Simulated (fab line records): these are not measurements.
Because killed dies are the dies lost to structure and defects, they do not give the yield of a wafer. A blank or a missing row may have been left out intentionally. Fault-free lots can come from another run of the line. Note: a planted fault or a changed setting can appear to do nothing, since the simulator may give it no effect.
fab line records | flow sky130
record: lots: 5 | wafers: 15 | lastDay: 49
route steps=708 shown METAL3@563 VIA3@573
lots with no fault: from the same line, run without faults
startH: hours from the record's opening day to when the first of the lot's shown wafers began | waitH: hours from the lot's prior step to this one | " the same as in the row above | L1.1+2: one row covering several wafers at once | - value missing, or start not given | * or withheld: withheld | < > ~ a bound
route shown NAME@n: a module of which the file shows steps, and the number in the route of the first | usual: the fault-free wafers' mean and standard deviation | same: alike in all rows | chamber/n: place in a boat | sites: each site's reading | _std_site: standard deviation across them | _edge_site: the outer-site mean with the inner-site mean subtracted | radiusMm: how far each site lies from the wafer's centre | mask NAME#n: copy n | behind: the last tool/chamber to shape the wafer | hold: what put the lot on hold/how long, in hours/how the hold closed | device: whichever transistor did not switch (one of n, p or np) | end of line: tests run on the same wafers once the route is complete | where a step has no rows: the recipe by itself | killed: the dies lost at the first sort to structure and to defects; this is not the yield of the wafer | map: dies across one wafer; x = killed, . = not, _ = none there
set.NAME: the setting that was run; set.NAME@STEP: the one run at that earlier step | model.NAME: the simulator's own value behind a step, which no gauge read
certain route steps with their lots: each step a table, each wafer a row
services: when a tool's chamber went out of use (startH, in hours from the record's first day, below 0 if earlier), for how many hours, and the reason
== steps ==
step: SKY_METAL3_CD_MEAS_13
recipe: targetCdNm: 300
usual: cdNm: 300.1/1.4
lot.wafer | tool     | chamber | startH  | waitH | cdNm
L074.2    | cdSem-02 | -       | 907.27  | -     | 300.1
L074.4    | "        | -       | "       | "     | 300.2
L074.5    | "        | -       | "       | "     | 300.4
L080.2    | cdSem-01 | -       | 954.72  | -     | 298.9
L080.3    | "        | -       | "       | "     | 299.4
L080.6    | "        | -       | "       | "     | 299.1
L082.1    | cdSem-01 | -       | 959.80  | -     | 299.6
L082.4    | "        | -       | "       | "     | 300.6
L082.6    | "        | -       | "       | "     | 299.8
L089.2    | cdSem-01 | -       | 1008.88 | -     | 302.2
L089.3    | "        | -       | "       | "     | 301.0
L089.6    | "        | -       | "       | "     | 302.5
L093.3    | cdSem-02 | -       | 1042.53 | -     | 299.6
L093.4    | "        | -       | "       | "     | 301.8
L093.5    | "        | -       | "       | "     | 301.6
step: SKY_METAL3_OVL_MEAS_14
usual: METAL3_OVL: 1/6.5
lot.wafer | tool       | chamber | startH  | waitH | METAL3_OVL[nm]
L074.2    | overlay-02 | -       | 907.38  | 0.1   | 0
L074.4    | "          | -       | "       | "     | 9
L074.5    | "          | -       | "       | "     | 6
L080.2    | overlay-01 | -       | 954.83  | 0.1   | -1
L080.3    | "          | -       | "       | "     | -2
L080.6    | "          | -       | "       | "     | -3
L082.1    | overlay-01 | -       | 959.92  | 0.1   | 5
L082.4    | "          | -       | "       | "     | 3
L082.6    | "          | -       | "       | "     | -3
L089.2    | overlay-02 | -       | 1008.99 | 0.1   | -14
L089.3    | "          | -       | "       | "     | -6
L089.6    | "          | -       | "       | "     | -8
L093.3    | overlay-01 | -       | 1042.62 | 0.1   | 11
L093.4    | "          | -       | "       | "     | 7
L093.5    | "          | -       | "       | "     | 11
step: SKY_METAL3_DESCUM_15
recipe: chemistry: O2 | sourcePowerW: 150 | biasPowerW: 0 | pressureMtorr: 10 | tempC: 40 | timeS: 8
usual: drypumpMotorCurrentA: 5.5/0.61 | oesProductAu: 1.000/0.0069
lot.wafer | tool        | chamber | startH  | waitH | drypumpMotorCurrentA | oesProductAu | rfHoursCounterH
L074.2    | rieMetal-03 | 0       | 907.41  | 0.0   | 5.8                  | 0.991        | 6
L074.4    | "           | 0       | "       | "     | 5.8                  | 0.981        | -
L074.5    | "           | 1       | "       | "     | 5.1                  | 0.996        | -
L080.2    | rieMetal-04 | 1       | 954.86  | 0.0   | 4.7                  | 1.002        | 3
L080.3    | "           | 1       | "       | "     | 4.8                  | 1.012        | -
L080.6    | "           | 0       | "       | "     | 6.4                  | 1.002        | -
L082.1    | rieMetal-01 | 0       | 959.96  | 0.0   | 5.2                  | 0.996        | 14
L082.4    | "           | 1       | "       | "     | 6.1                  | 1.010        | -
L082.6    | "           | 1       | "       | "     | 6.1                  | 1.005        | -
L089.2    | rieMetal-03 | 0       | 1009.03 | 0.0   | 5.8                  | 0.987        | -
L089.3    | "           | 0       | "       | "     | 5.8                  | 0.998        | -
L089.6    | "           | 0       | "       | "     | 5.8                  | 0.997        | -
L093.3    | rieMetal-01 | 0       | 1042.65 | 0.0   | 5.2                  | 0.993        | -
L093.4    | "           | 1       | "       | "     | 6.0                  | 1.002        | -
L093.5    | "           | 1       | "       | "     | 6.0                  | 1.003        | -
step: SKY_METAL3_ETCH_16
recipe: chemistry: N2/H2 | target: BARC | ionEnergyEv: 200 | biasW: 100 | pressureMtorr: 30 | n2FlowSccm: 100 | h2FlowSccm: 200 | icpW: 500 | stopOn: SiO2 | timeS: 88.2 | targetDepthA: 600
usual: biasW: 100.0/0.32 | drypumpMotorCurrentA: 5.5/0.61 | oesProductAu: 0.625/0.0049 | throttleValvePct: 13.205/0.0091
lot.wafer | tool        | chamber | startH  | waitH | biasW | drypumpMotorCurrentA | oesProductAu | rfHoursCounterH | throttleValvePct
L074.2    | rieMetal-03 | 0       | 907.44  | 0.0   | 100.1 | 5.8                  | 0.631        | 6               | 13.227
L074.4    | "           | 0       | "       | "     | 100.3 | 5.8                  | 0.628        | -               | 13.203
L074.5    | "           | 1       | "       | "     | 100.4 | 5.1                  | 0.630        | -               | 13.197
L080.2    | rieMetal-04 | 1       | 954.89  | 0.0   | 100.5 | 4.7                  | 0.639        | 3               | 13.194
L080.3    | "           | 1       | "       | "     | 100.4 | 4.7                  | 0.634        | -               | 13.210
L080.6    | "           | 0       | "       | "     | 100.1 | 6.4                  | 0.630        | -               | 13.198
L082.1    | rieMetal-01 | 0       | 959.99  | 0.0   | 100.1 | 5.2                  | 0.624        | 14              | 13.193
L082.4    | "           | 1       | "       | "     | 100.1 | 6.1                  | 0.625        | -               | 13.223
L082.6    | "           | 1       | "       | "     | 99.3  | 6.1                  | 0.622        | -               | 13.206
L089.2    | rieMetal-03 | 0       | 1009.14 | 0.1   | 100.4 | 5.8                  | 0.620        | -               | 13.203
L089.3    | "           | 0       | "       | "     | 99.7  | 5.8                  | 0.620        | -               | 13.198
L089.6    | "           | 0       | "       | "     | 100.1 | 5.8                  | 0.624        | -               | 13.207
L093.3    | rieMetal-01 | 0       | 1042.71 | 0.0   | 100.4 | 5.2                  | 0.620        | -               | 13.210
L093.4    | "           | 1       | "       | "     | 99.6  | 6.1                  | 0.625        | -               | 13.204
L093.5    | "           | 1       | "       | "     | 100.2 | 6.1                  | 0.630        | -               | 13.202
step: SKY_METAL3_ETCH_17
recipe: target: SiO2 | stopOn: TiN | chemistry: C4F8/O2/Ar | sourceW: 1500 | biasW: 1200 | pressureMtorr: 40 | c4f8FlowSccm: withheld | O2_flow_sccm: 6 | Ar_flow_sccm: 300 | timeS: 3.9 | targetDepthA: 150
usual: biasW: 1200/3.4 | oesProductAu: 0.755/0.0063
lot.wafer | tool       | chamber | startH  | waitH | biasW | oesProductAu | rfHoursCounterH
L074.2    | rieDiel-02 | 1       | 907.54  | 0.1   | 1205  | 0.760        | 2
L074.4    | "          | 2       | "       | "     | 1201  | 0.757        | 11
L074.5    | "          | 2       | "       | "     | 1198  | 0.753        | -
L080.2    | rieDiel-01 | 2       | 954.99  | 0.1   | 1194  | 0.749        | 8
L080.3    | "          | 1       | "       | "     | 1198  | 0.760        | 5
L080.6    | "          | 3       | "       | "     | 1193  | 0.751        | -
L082.1    | rieDiel-02 | 2       | 960.09  | 0.1   | 1197  | 0.757        | 13
L082.4    | "          | 0       | "       | "     | 1196  | 0.767        | 12
L082.6    | "          | 0       | "       | "     | 1199  | 0.761        | -
L089.2    | rieDiel-04 | 3       | 1009.36 | 0.2   | 1198  | 0.748        | 24
L089.3    | "          | 1       | "       | "     | 1200  | 0.760        | 24
L089.6    | "          | 3       | "       | "     | 1199  | 0.764        | -
L093.3    | rieDiel-04 | 2       | 1042.77 | 0.0   | 1199  | 0.746        | 8
L093.4    | "          | 0       | "       | "     | 1196  | 0.762        | 12
L093.5    | "          | 3       | "       | "     | 1197  | 0.762        | -
step: SKY_METAL3_METAL_ETCH_18
recipe: targetDepthA: 8450 | stopOn: SiO2 | overEtchFrac: 0.3 | timeS: 183.1 | chemistry: Cl2/BCl3 | resistSidewallDeg: 88 | pressureMtorr: 10 | icpW: 900 | biasW: 48.5 | Cl2_flow_sccm: 60 | bcl3FlowSccm: 30
usual: biasW: 48.51/0.14 | drypumpMotorCurrentA: 5.5/0.61 | oesProductAu: 0.864/0.0056 | throttleValvePct: 22.265/0.0095
lot.wafer | tool        | chamber | startH  | waitH | biasW | drypumpMotorCurrentA | oesProductAu | rfHoursCounterH | throttleValvePct
L074.2    | rieMetal-04 | 0       | 907.56  | 0.0   | 48.69 | 6.5                  | 0.857        | 15              | 22.265
L074.4    | "           | 0       | "       | "     | 48.58 | 6.4                  | 0.865        | -               | 22.264
L074.5    | "           | 0       | "       | "     | 48.62 | 6.5                  | 0.850        | -               | 22.261
L080.2    | rieMetal-03 | 0       | 955.01  | 0.0   | 48.53 | 5.8                  | 0.864        | 8               | 22.258
L080.3    | "           | 0       | "       | "     | 48.72 | 5.8                  | 0.860        | -               | 22.250
L080.6    | "           | 1       | "       | "     | 48.56 | 5.1                  | 0.858        | -               | 22.264
L082.1    | rieMetal-04 | 1       | 960.11  | 0.0   | 48.70 | 4.7                  | 0.864        | 4               | 22.271
L082.4    | "           | 0       | "       | "     | 48.44 | 6.4                  | 0.871        | -               | 22.274
L082.6    | "           | 0       | "       | "     | 48.48 | 6.4                  | 0.865        | -               | 22.258
L089.2    | rieMetal-01 | 0       | 1009.38 | 0.0   | 48.28 | 5.2                  | 0.856        | 17              | 22.294
L089.3    | "           | 1       | "       | "     | 48.40 | 6.1                  | 0.857        | -               | 22.274
L089.6    | "           | 0       | "       | "     | 48.34 | 5.2                  | 0.859        | -               | 22.256
L093.3    | rieMetal-03 | 1       | 1042.85 | 0.1   | 48.35 | 5.1                  | 0.866        | -               | 22.267
L093.4    | "           | 0       | "       | "     | 48.44 | 5.8                  | 0.863        | -               | 22.249
L093.5    | "           | 0       | "       | "     | 48.41 | 5.8                  | 0.873        | -               | 22.258
step: SKY_METAL3_STRIP_19
recipe: chemistry: O2/N2 | powerW: 1400 | pressureMtorr: 1500 | platenTempC: withheld | o2FlowSccm: 3000 | n2FlowSccm: 300 | overashFraction: 0.5
usual: drypumpMotorCurrentA: 5.9/0.51 | oesProductAu: 0.501/0.0051 | stripTimeToEndpointS: 6.53/0.059
lot.wafer | tool           | chamber | startH  | waitH | drypumpMotorCurrentA | oesProductAu | rfHoursCounterH | stripTimeToEndpointS
L074.2    | plasmaAsher-01 | 1       | 907.73  | 0.1   | 6.0                  | 0.499        | 44              | 6.44
L074.4    | "              | 1       | "       | "     | 6.1                  | 0.505        | -               | 6.50
L074.5    | "              | 1       | "       | "     | 6.1                  | 0.499        | -               | 6.52
L080.2    | plasmaAsher-02 | 1       | 955.18  | 0.1   | 5.3                  | 0.506        | 86              | 6.61
L080.3    | "              | 1       | "       | "     | 5.3                  | 0.501        | -               | 6.59
L080.6    | "              | 1       | "       | "     | 5.4                  | 0.510        | -               | 6.64
L082.1    | plasmaAsher-04 | 0       | 960.28  | 0.1   | 6.0                  | 0.497        | 23              | 6.44
L082.4    | "              | 0       | "       | "     | 6.0                  | 0.498        | -               | 6.48
L082.6    | "              | 0       | "       | "     | 6.0                  | 0.494        | -               | 6.44
L089.2    | plasmaAsher-01 | 1       | 1009.56 | 0.1   | 6.0                  | 0.499        | 55              | 6.49
L089.3    | "              | 1       | "       | "     | 6.0                  | 0.502        | -               | 6.51
L089.6    | "              | 0       | "       | "     | 6.5                  | 0.495        | -               | 6.61
L093.3    | plasmaAsher-01 | 1       | 1043.00 | 0.1   | 6.1                  | 0.497        | -               | 6.52
L093.4    | "              | 0       | "       | "     | 6.5                  | 0.501        | -               | 6.62
L093.5    | "              | 0       | "       | "     | 6.5                  | 0.502        | -               | 6.52
step: SKY_METAL3_STRIP_20
recipe: chemistry: postEtchResidueRemover | timeS: 1200 | tempC: 72.5
usual: bathGuardTempC: 72.6/0.44
lot.wafer | tool        | chamber | startH  | waitH | bathGuardTempC
L074.2    | wetBench-04 | 1       | 907.83  | 0.1   | 71.7
L074.4    | "           | 1       | "       | "     | 71.8
L074.5    | "           | 1       | "       | "     | 71.7
L080.2    | wetBench-04 | 3       | 955.28  | 0.1   | 72.5
L080.3    | "           | 3       | "       | "     | 72.2
L080.6    | "           | 3       | "       | "     | 73.0
L082.1    | wetBench-02 | 1       | 960.38  | 0.1   | 72.4
L082.4    | "           | 1       | "       | "     | 72.3
L082.6    | "           | 1       | "       | "     | 72.3
L089.2    | wetBench-03 | 0       | 1009.66 | 0.1   | 72.6
L089.3    | "           | 0       | "       | "     | 72.5
L089.6    | "           | 0       | "       | "     | 72.1
L093.3    | wetBench-03 | 2       | 1043.07 | 0.0   | 72.9
L093.4    | "           | 2       | "       | "     | 72.7
L093.5    | "           | 2       | "       | "     | 72.9
step: SKY_METAL3_CLEAN_21
recipe: chemistry: IPA | timeS: 180 | tempC: 25
lot.wafer  | tool        | chamber | startH  | waitH
L074.2+4+5 | wetBench-03 | 1       | 908.18  | 0.0
L080.2+3+6 | wetBench-02 | 2       | 955.63  | 0.0
L082.1+4+6 | wetBench-04 | 3       | 960.73  | 0.0
L089.2+3+6 | wetBench-04 | 3       | 1010.00 | 0.0
L093.3+4+5 | wetBench-02 | 2       | 1043.41 | 0.0
step: SKY_METAL3_CLEAN_22
recipe: chemistry: O3/DIW | dry: n2Spin
lot.wafer  | tool        | chamber | startH  | waitH
L074.2+4+5 | wetBench-04 | 3       | 908.23  | 0.0
L080.2+3+6 | wetBench-03 | 0       | 955.68  | 0.0
L082.1+4+6 | wetBench-03 | 2       | 960.79  | 0.0
L089.2+3+6 | wetBench-02 | 1       | 1010.12 | 0.0
L093.3+4+5 | wetBench-04 | 2       | 1043.47 | 0.0
step: SKY_VIA3_HDPCVD_00
recipe: material: SiO2 | targetThkNm: 1635 | sigmaOpenFrac: 0.3 | timeS: 272.5 | tempC: 400 | sih4FlowSccm: 60 | pressureMtorr: 6
lot.wafer  | tool      | chamber | startH  | waitH
L074.2+4+5 | hdpcvd-01 | 2,0,1   | 908.33  | 0.0
L080.2+3+6 | hdpcvd-02 | 0,1,0   | 955.79  | 0.0
L082.1+4+6 | hdpcvd-02 | 0,2,0   | 960.89  | 0.0
L089.2+3+6 | hdpcvd-01 | 1,0,0   | 1010.21 | 0.0
L093.3+4+5 | hdpcvd-01 | 1,0,2   | 1043.57 | 0.0
step: SKY_VIA3_THK_MEAS_01
recipe: reads: SiO2_of_VIA3_HDPCVD_00
usual: VIA3_HDPCVD_THK: 1641/15
lot.wafer | tool         | chamber | startH  | waitH | VIA3_HDPCVD_THK[nm]
L074.2    | filmMetro-03 | -       | 908.50  | 0.1   | 1645
L074.4    | "            | -       | "       | "     | 1672
L074.5    | "            | -       | "       | "     | 1669
L080.2    | filmMetro-01 | -       | 955.97  | 0.1   | 1620
L080.3    | "            | -       | "       | "     | 1633
L080.6    | "            | -       | "       | "     | 1637
L082.1    | filmMetro-01 | -       | 961.06  | 0.1   | 1637
L082.4    | "            | -       | "       | "     | 1655
L082.6    | "            | -       | "       | "     | 1634
L089.2    | filmMetro-03 | -       | 1010.39 | 0.1   | 1625
L089.3    | "            | -       | "       | "     | 1630
L089.6    | "            | -       | "       | "     | 1617
L093.3    | filmMetro-01 | -       | 1043.76 | 0.1   | 1643
L093.4    | "            | -       | "       | "     | 1630
L093.5    | "            | -       | "       | "     | 1647
step: SKY_VIA3_CMP_02
recipe: material: SiO2 | downForcePsi: 4 | platenRpm: 60 | padVelocityMS: 0.94248
usual: motorCurrentA: 12.0/0.86
lot.wafer | tool   | chamber | startH  | waitH | motorCurrentA
L074.4    | cmp-02 | 3       | 908.65  | 0.1   | 12.4
L074.2    | "      | 0       | "       | "     | 11.6
L074.5    | "      | 1       | "       | "     | 13.6
L080.2    | cmp-02 | 2       | 956.12  | 0.1   | 11.7
L080.3    | "      | 3       | "       | "     | 12.5
L080.6    | "      | 0       | "       | "     | 10.9
L082.1    | cmp-02 | 2       | 961.17  | 0.1   | 12.1
L082.4    | "      | 3       | "       | "     | 12.1
L082.6    | "      | 1       | "       | "     | 13.9
L089.3    | cmp-02 | 0       | 1010.44 | 0.0   | 11.3
L089.2    | "      | 2       | "       | "     | 11.9
L089.6    | "      | 0       | "       | "     | 11.7
L093.3    | cmp-01 | 1       | 1043.85 | 0.1   | 10.4
L093.4    | "      | 3       | "       | "     | 12.1
L093.5    | "      | 1       | "       | "     | 10.8
step: SKY_VIA3_BOW_MEAS_03
recipe: mode: bow
usual: VIA3_BOW: 78/7.9
lot.wafer | tool         | chamber | startH  | waitH | VIA3_BOW[um]
L074.2    | filmMetro-01 | -       | 908.87  | 0.1   | 82
L074.4    | "            | -       | "       | "     | 70
L074.5    | "            | -       | "       | "     | 67
L080.2    | filmMetro-03 | -       | 956.34  | 0.2   | 72
L080.3    | "            | -       | "       | "     | 62
L080.6    | "            | -       | "       | "     | 68
L082.1    | filmMetro-01 | -       | 961.42  | 0.2   | 83
L082.4    | "            | -       | "       | "     | 84
L082.6    | "            | -       | "       | "     | 85
L089.2    | filmMetro-01 | -       | 1010.76 | 0.2   | 65
L089.3    | "            | -       | "       | "     | 77
L089.6    | "            | -       | "       | "     | 83
L093.3    | filmMetro-02 | -       | 1044.14 | 0.2   | 96
L093.4    | "            | -       | "       | "     | 83
L093.5    | "            | -       | "       | "     | 87
== services ==
tool           | chamber | startH  | hours | kind
plasmaAsher-01 | -       | 884.35  | 15.6  | pm
rieDiel-04     | 0       | 888.55  | 6.7   | repair
hdpcvd-01      | -       | 891.86  | 2.8   | pm
plasmaAsher-02 | -       | 895.24  | 0.4   | repair
hdpcvd-02      | -       | 905.68  | 6.0   | pm
cmp-01         | -       | 909.69  | 5.7   | pm
cmp-01         | -       | 915.35  | 4.0   | pm
rieDiel-02     | -       | 916.29  | 2.8   | pm
rieMetal-04    | -       | 917.49  | 1.2   | repair
hdpcvd-01      | -       | 920.75  | 14.6  | pm
cmp-02         | -       | 928.24  | 1.6   | repair
rieDiel-01     | 2       | 929.68  | 12.2  | repair
rieDiel-01     | 3       | 936.37  | 13.1  | repair
rieDiel-01     | 1       | 945.44  | 9.0   | repair
hdpcvd-01      | -       | 950.31  | 15.0  | pm
rieDiel-04     | 0       | 972.13  | 7.2   | repair
wetBench-03    | -       | 977.70  | 0.9   | repair
rieMetal-03    | -       | 998.81  | 0.8   | repair
cmp-02         | -       | 1002.14 | 4.5   | pm
rieMetal-01    | -       | 1007.61 | 0.8   | repair
cmp-01         | -       | 1011.51 | 0.2   | repair
rieDiel-04     | 3       | 1011.96 | 5.6   | repair
rieDiel-04     | -       | 1036.67 | 2.8   | pm
rieMetal-01    | -       | 1039.83 | 1.0   | repair
== key ==
fault none
